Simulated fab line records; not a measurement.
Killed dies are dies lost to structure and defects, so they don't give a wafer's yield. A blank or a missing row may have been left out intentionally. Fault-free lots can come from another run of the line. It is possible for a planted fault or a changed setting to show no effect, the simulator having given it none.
A struck lot beside a sound one / flow sky130 / 16 out of 708 route steps
Sound: the wafers L196.1, L196.3, L196.5. Struck: wafer L215.1. (L215.3 of the same lot was not struck and is left out.) The cause comes at the end.
Per side, at each step with rows, come the tool, then ch with its chambers, and then its first start. Under that, the readings that differ: sound wafers / struck wafers / difference of the means / sigmas: that difference in standard deviations of wafers without a fault.
alike: same words and numbers on both sides, and readings whose means sit less than 2 such deviations apart. not compared: any withheld reading, any reading some wafer has no value for, any bound like >300 that may hide the same value, and any number with overlapping values for which the record gives no deviation.
The two part at a step that has a row with sigmas, a row that says differs or no value, or rows on one side only. When numbers do not overlap yet have no deviation, they are printed without sigmas and do not part them. A reading missing from all wafers of one side parts the sides only when that side holds two or more wafers.

first, 2 steps without rows for these wafers: SKY_METAL4_PEB_11; SKY_METAL4_DEVELOP_12 (develop time 60 s).
SKY_METAL4_CD_MEAS_13: the cd target is 300 nm.
  sound on cdSem-02 at day 42 03:36; struck on cdSem-01 at day 47 02:53
  alike: cdNm
SKY_METAL4_OVL_MEAS_14:
  sound on overlay-01 at day 42 03:43; struck on overlay-01 at day 47 03:01
  alike: METAL4_OVL
SKY_METAL4_DESCUM_15: chemistry O2, time 8 s.
  sound on rieMetal-01 ch 1, day 42 03:45; struck on rieMetal-02 ch 0, day 47 03:03
reading=drypumpMotorCurrentA (A); sound=6.6 6.6 6.7; struck=5.3; difference=-1.3; sigmas=-3
  alike: oesProductAu
  not compared: rfHoursCounterH
SKY_METAL4_ETCH_16: etches BARC in N2/H2, stops on SiO2, time 88.2 s, target depth 60 nm.
  sound on rieMetal-01 ch 1, day 42 03:47; struck on rieMetal-02 ch 0, day 47 03:05
reading=drypumpMotorCurrentA (A); sound=6.6 6.6 6.6; struck=5.3; difference=-1.3; sigmas=-3
  alike: biasW, oesProductAu, throttleValvePct
  not compared: rfHoursCounterH
then, 1 step without rows for these wafers: SKY_METAL4_ETCH_17 (etches SiO2 in C4F8/O2/Ar, stops on TiN, time 3.9 s, target depth 15 nm).
SKY_METAL4_METAL_ETCH_18: etches the open film in Cl2/BCl3, stops on SiO2, target depth 845 nm, time 183.1 s.
  sound on rieMetal-02 ch 1, day 42 03:54; struck on rieMetal-01 ch 0, day 47 03:12
  alike: biasW, drypumpMotorCurrentA, oesProductAu, throttleValvePct
  not compared: rfHoursCounterH
SKY_METAL4_STRIP_19: strips in O2/N2.
  sound on plasmaAsher-02 ch 0,1, day 42 04:05; struck on plasmaAsher-01 ch 1, day 47 03:23
reading=drypumpMotorCurrentA (A); sound=6.5 6.4 6.3; struck=5.4; difference=-1.0; sigmas=-2
reading=stripTimeToEndpointS (s); sound=6.34 6.33 6.33; struck=6.55; difference=+0.22; sigmas=+2
  alike: oesProductAu
  not compared: rfHoursCounterH
then, 3 steps without rows for these wafers: SKY_METAL4_STRIP_20 (strips in post etch residue remover, time 1200 s); SKY_METAL4_CLEAN_21 (cleans in IPA, time 180 s); SKY_METAL4_CLEAN_22 (cleans in O3/DIW).
SKY_VIA4_HDPCVD_00: deposits SiO2, target thk 1750 nm, time 291.7 s.
  sound on hdpcvd-02 ch 0,1, day 42 04:40; struck on hdpcvd-01 ch 0, day 47 04:01
reading=runLengthS (s); sound=319.4 319.6 319.3; struck=306.5; difference=-12.9; sigmas=-29
reading=model.SiO2_of_VIA4_HDPCVD_00.thkNm (nm); sound=1766 1815 1788; struck=1613; difference=-177; sigmas=
SKY_VIA4_THK_MEAS_01:
  sound on filmMetro-01 at day 42 04:51; struck on filmMetro-01 at day 47 04:11
reading=VIA4_HDPCVD_THK (nm); sound=1767 1814 1789; struck=1613; difference=-177; sigmas=-5
SKY_VIA4_CMP_02: polishes SiO2.
  sound on cmp-01 ch 0,3, day 42 04:55; struck on cmp-02 ch 1, day 47 04:18
reading=retainingRingPressureFrac; sound=1.010 1.001 1.010; struck=0.993; difference=-0.014; sigmas=-3
  alike: motorCurrentA
after that, 1 step had no rows for these wafers: SKY_PAD_OPEN_PROBE_99.

## WHERE THEY PART
At SKY_METAL4_DESCUM_15 first; at SKY_VIA4_CMP_02 last (within this record only).

WHY: the cause the simulator had injected
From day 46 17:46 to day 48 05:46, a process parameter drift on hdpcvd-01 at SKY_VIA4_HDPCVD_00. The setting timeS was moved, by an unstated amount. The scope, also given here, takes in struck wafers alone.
